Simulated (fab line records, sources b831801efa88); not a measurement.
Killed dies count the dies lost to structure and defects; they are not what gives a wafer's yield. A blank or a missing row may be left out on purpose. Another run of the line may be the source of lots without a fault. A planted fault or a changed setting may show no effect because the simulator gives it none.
A sampling plan put to the test || flow sky130 || 19 faults told of in these records, all on one fab line, each judged by the records of the lots it struck
The plan consists of the line's own looks: route steps at which the wafer is read by a gauge or an inspection but not changed. A look can be judged if struck wafers have a number there and the file gives its usual mean and standard deviation on fault-free wafers. Caught: the struck wafers' mean, at a look after the fault's first step, is 4 or more of those standard deviations (sigma) away from the usual mean. On the tool: the fault's steps, tested the same way using the tool's own readings. A different recipe on the struck wafers counts as caught too, as does a record blank only for those wafers.

== THE FAULTS, as the simulator had put them in ==
1. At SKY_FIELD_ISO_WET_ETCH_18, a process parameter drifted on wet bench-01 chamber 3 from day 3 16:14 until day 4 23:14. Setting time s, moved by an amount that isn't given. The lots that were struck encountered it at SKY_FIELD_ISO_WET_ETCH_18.
2. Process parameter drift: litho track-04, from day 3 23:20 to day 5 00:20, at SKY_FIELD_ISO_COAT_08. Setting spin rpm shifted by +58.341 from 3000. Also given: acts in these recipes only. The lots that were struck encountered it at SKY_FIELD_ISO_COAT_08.
3. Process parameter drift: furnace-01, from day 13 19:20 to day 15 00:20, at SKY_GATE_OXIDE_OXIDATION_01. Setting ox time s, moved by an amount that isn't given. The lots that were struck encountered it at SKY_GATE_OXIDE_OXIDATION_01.
4. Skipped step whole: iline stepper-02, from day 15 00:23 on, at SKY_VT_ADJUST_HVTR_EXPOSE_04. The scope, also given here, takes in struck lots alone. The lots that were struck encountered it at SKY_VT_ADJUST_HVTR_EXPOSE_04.
5. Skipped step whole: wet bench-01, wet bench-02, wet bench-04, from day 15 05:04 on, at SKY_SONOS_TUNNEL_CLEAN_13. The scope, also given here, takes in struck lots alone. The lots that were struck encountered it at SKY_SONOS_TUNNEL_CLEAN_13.
6. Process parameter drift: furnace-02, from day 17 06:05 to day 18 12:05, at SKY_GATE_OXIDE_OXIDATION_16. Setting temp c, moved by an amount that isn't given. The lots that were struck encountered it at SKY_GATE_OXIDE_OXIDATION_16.
7. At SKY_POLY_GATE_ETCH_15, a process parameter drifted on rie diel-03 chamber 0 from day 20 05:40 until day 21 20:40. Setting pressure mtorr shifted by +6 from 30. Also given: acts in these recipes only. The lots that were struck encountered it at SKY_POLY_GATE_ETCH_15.
8. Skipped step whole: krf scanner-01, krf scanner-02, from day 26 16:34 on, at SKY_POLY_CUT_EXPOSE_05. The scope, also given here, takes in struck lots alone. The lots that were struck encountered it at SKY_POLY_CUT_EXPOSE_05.
9. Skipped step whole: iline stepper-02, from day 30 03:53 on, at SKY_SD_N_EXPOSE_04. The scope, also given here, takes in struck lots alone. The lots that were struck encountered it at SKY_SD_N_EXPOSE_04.
10. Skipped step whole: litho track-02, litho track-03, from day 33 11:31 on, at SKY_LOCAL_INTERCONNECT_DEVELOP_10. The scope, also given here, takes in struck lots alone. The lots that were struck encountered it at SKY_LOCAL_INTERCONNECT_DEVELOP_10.
11. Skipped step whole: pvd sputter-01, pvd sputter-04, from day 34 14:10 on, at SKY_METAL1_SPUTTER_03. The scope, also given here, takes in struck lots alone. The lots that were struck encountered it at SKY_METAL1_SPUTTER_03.
12. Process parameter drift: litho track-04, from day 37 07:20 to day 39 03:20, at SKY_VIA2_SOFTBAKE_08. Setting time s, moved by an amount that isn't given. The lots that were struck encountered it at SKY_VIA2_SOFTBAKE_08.
13. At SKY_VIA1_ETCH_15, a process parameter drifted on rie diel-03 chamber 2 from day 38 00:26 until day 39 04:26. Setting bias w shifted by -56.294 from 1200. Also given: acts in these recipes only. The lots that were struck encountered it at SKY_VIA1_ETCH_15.
14. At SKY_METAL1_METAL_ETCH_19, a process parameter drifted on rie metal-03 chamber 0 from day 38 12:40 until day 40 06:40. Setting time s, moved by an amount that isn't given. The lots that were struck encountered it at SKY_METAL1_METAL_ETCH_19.
15. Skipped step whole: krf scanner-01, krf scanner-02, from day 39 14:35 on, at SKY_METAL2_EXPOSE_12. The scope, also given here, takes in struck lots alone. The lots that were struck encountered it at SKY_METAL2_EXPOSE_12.
16. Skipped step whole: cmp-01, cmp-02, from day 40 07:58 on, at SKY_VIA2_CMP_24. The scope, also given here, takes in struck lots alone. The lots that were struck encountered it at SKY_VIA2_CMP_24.
17. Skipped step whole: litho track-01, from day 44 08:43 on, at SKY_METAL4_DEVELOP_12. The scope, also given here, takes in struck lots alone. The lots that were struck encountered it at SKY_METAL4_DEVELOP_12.
18. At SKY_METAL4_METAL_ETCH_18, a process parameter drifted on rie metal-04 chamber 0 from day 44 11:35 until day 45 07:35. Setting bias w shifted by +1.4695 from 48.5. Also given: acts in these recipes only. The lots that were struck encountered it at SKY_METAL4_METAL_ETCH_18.
19. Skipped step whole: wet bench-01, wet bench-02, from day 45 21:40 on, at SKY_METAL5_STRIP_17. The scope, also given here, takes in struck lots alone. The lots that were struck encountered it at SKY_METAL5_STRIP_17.

== WHAT THE PLAN SAW ==
{"fault": 1, "on the tool itself": "run length s +57 sigma", "first look that catches it": "not the one look that can be judged after it", "reading, sigma": "-", "median hours from its first step to that look": "-", "hours from the fault's start to the first struck lot there": "-", "judged looks passed uncaught": 1}
{"fault": 2, "on the tool itself": "spin speed rpm +34 sigma", "first look that catches it": "not the one look that can be judged after it", "reading, sigma": "-", "median hours from its first step to that look": "-", "hours from the fault's start to the first struck lot there": "-", "judged looks passed uncaught": 1}
{"fault": 3, "on the tool itself": "under 2 sigma", "first look that catches it": "no look after it can be judged", "reading, sigma": "-", "median hours from its first step to that look": "-", "hours from the fault's start to the first struck lot there": "-", "judged looks passed uncaught": 0}
{"fault": 4, "on the tool itself": "no reading that can be judged", "first look that catches it": "not the one look that can be judged after it", "reading, sigma": "-", "median hours from its first step to that look": "-", "hours from the fault's start to the first struck lot there": "-", "judged looks passed uncaught": 1}
{"fault": 5, "on the tool itself": "the tool's record is blank for the struck wafers", "first look that catches it": "not the one look that can be judged after it", "reading, sigma": "-", "median hours from its first step to that look": "-", "hours from the fault's start to the first struck lot there": "-", "judged looks passed uncaught": 1}
{"fault": 6, "on the tool itself": "tube center temp C -99 or beyond sigma", "first look that catches it": "none of the 2 looks that can be judged after it", "reading, sigma": "-", "median hours from its first step to that look": "-", "hours from the fault's start to the first struck lot there": "-", "judged looks passed uncaught": 2}
{"fault": 7, "on the tool itself": "chamber pressure mTorr +99 or beyond sigma", "first look that catches it": "no look after it can be judged", "reading, sigma": "-", "median hours from its first step to that look": "-", "hours from the fault's start to the first struck lot there": "-", "judged looks passed uncaught": 0}
{"fault": 8, "on the tool itself": "no reading that can be judged", "first look that catches it": "no look after it can be judged", "reading, sigma": "-", "median hours from its first step to that look": "-", "hours from the fault's start to the first struck lot there": "-", "judged looks passed uncaught": 0}
{"fault": 9, "on the tool itself": "no reading that can be judged", "first look that catches it": "not the one look that can be judged after it", "reading, sigma": "-", "median hours from its first step to that look": "-", "hours from the fault's start to the first struck lot there": "-", "judged looks passed uncaught": 1}
{"fault": 10, "on the tool itself": "the tool's record is blank for the struck wafers", "first look that catches it": "no look after it can be judged", "reading, sigma": "-", "median hours from its first step to that look": "-", "hours from the fault's start to the first struck lot there": "-", "judged looks passed uncaught": 0}
{"fault": 11, "on the tool itself": "the tool's record is blank for the struck wafers", "first look that catches it": "no look after it can be judged", "reading, sigma": "-", "median hours from its first step to that look": "-", "hours from the fault's start to the first struck lot there": "-", "judged looks passed uncaught": 0}
{"fault": 12, "on the tool itself": "run length s -99 or beyond sigma", "first look that catches it": "no look after it can be judged", "reading, sigma": "-", "median hours from its first step to that look": "-", "hours from the fault's start to the first struck lot there": "-", "judged looks passed uncaught": 0}
{"fault": 13, "on the tool itself": "bias w -14 sigma", "first look that catches it": "not the one look that can be judged after it", "reading, sigma": "-", "median hours from its first step to that look": "-", "hours from the fault's start to the first struck lot there": "-", "judged looks passed uncaught": 1}
{"fault": 14, "on the tool itself": "run length s +9.6 sigma", "first look that catches it": "not the one look that can be judged after it", "reading, sigma": "-", "median hours from its first step to that look": "-", "hours from the fault's start to the first struck lot there": "-", "judged looks passed uncaught": 1}
{"fault": 15, "on the tool itself": "no reading that can be judged", "first look that catches it": "no look after it can be judged", "reading, sigma": "-", "median hours from its first step to that look": "-", "hours from the fault's start to the first struck lot there": "-", "judged looks passed uncaught": 0}
{"fault": 16, "on the tool itself": "the tool's record is blank for the struck wafers", "first look that catches it": "no look after it can be judged", "reading, sigma": "-", "median hours from its first step to that look": "-", "hours from the fault's start to the first struck lot there": "-", "judged looks passed uncaught": 0}
{"fault": 17, "on the tool itself": "the tool's record is blank for the struck wafers", "first look that catches it": "no look after it can be judged", "reading, sigma": "-", "median hours from its first step to that look": "-", "hours from the fault's start to the first struck lot there": "-", "judged looks passed uncaught": 0}
{"fault": 18, "on the tool itself": "bias w +8.8 sigma", "first look that catches it": "no look after it can be judged", "reading, sigma": "-", "median hours from its first step to that look": "-", "hours from the fault's start to the first struck lot there": "-", "judged looks passed uncaught": 0}
{"fault": 19, "on the tool itself": "the tool's record is blank for the struck wafers", "first look that catches it": "not the one look that can be judged after it", "reading, sigma": "-", "median hours from its first step to that look": "-", "hours from the fault's start to the first struck lot there": "-", "judged looks passed uncaught": 1}
A dash: the fault is not caught, or the number is missing from these records.

Caught at a look: 0 of 19. Caught on the tool: 14 of 19. By one or the other: 14 of 19.
Faults 1, 2, 5, 6, 7, 10, 11, 12, 13, 14, 16, 17, 18, 19 were caught on the tool alone.
Caught by neither: faults 3, 4, 8, 9, 15.
